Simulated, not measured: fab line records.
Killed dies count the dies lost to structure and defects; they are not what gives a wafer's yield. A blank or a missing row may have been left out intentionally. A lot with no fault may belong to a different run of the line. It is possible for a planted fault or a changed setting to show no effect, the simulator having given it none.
Which tool did it? + flow gf180mcu + 12 lots with 36 wafers sampled at 2 steps, on a route of 602 steps

WHAT EACH GAUGE READ, for each wafer
GF_V2_THK_MEAS_25: measures by xrf.
| lot  | measured     | on            | V2_W_THK (nm) |
|------|--------------|---------------|---------------|
| L075 | day 20 19:21 | film metro-01 | 353 353 363   |
| L077 | day 21 08:44 | film metro-01 | 362 369 363   |
| L080 | day 22 20:01 | film metro-01 | 360 361 355   |
| L081 | day 23 01:29 | film metro-02 | 349 357 348   |
| L083 | day 24 00:03 | film metro-01 | 358 357 359   |
| L084 | day 24 07:35 | film metro-03 | 354 351 360   |
| L087 | day 24 15:27 | film metro-01 | 360 355 358   |
| L090 | day 26 01:30 | film metro-02 | 358 356 355   |
| L091 | day 26 18:08 | film metro-01 | 355 353 356   |
| L093 | day 26 19:40 | film metro-03 | 353 352 347   |
| L096 | day 27 20:16 | film metro-02 | 358 360 357   |
| L097 | day 28 03:46 | film metro-03 | 351 348 344   |

TOOL THAT RAN EACH LOT (tool first, then ch and the chambers of the sampled wafers, then the start)
| lot  | GF_V2_ETCH_16                      |
|------|------------------------------------|
| L075 | rie diel-01 ch 1,3, day 20 18:19   |
| L077 | rie diel-01 ch 1,2, day 21 07:44   |
| L080 | rie diel-04 ch 0,1,2, day 22 19:02 |
| L081 | rie diel-04 ch 0,1,2, day 23 00:28 |
| L083 | rie diel-04 ch 0,1,2, day 23 22:56 |
| L084 | rie diel-01 ch 0,1, day 24 06:35   |
| L087 | rie diel-01 ch 1,2,3, day 24 14:28 |
| L090 | rie diel-01 ch 1,2, day 26 00:16   |
| L091 | rie diel-04 ch 0,1,2, day 26 17:08 |
| L093 | rie diel-01 ch 1,2,3, day 26 18:40 |
| L096 | rie diel-01 ch 1,2,3, day 27 19:16 |
| L097 | rie diel-04 ch 1,3, day 28 02:46   |
- GF_V2_ETCH_16: etches BARC in N2/H2.

THE ANSWER, worked out from the rows above alone
Rule: what is usual is taken from the lots themselves. The widest of any qualifying gaps counts: lots, ordered by their means at a reading, are off when they make up no more than a third of the lots, leave a main group of 4 or more, and stand apart from it by 3 or more times the standard deviation of that group's means. The tables above print the reading to a certain number of digits; a main group whose means all agree to those digits is not used. Also off: a lot with no number at a reading for which 4 or more lots have one. The other lots that the step has rows for count as sound.
None of the lots is off at any reading shown; this tells nothing.

WHAT WAS PUT IN BY THE SIMULATOR
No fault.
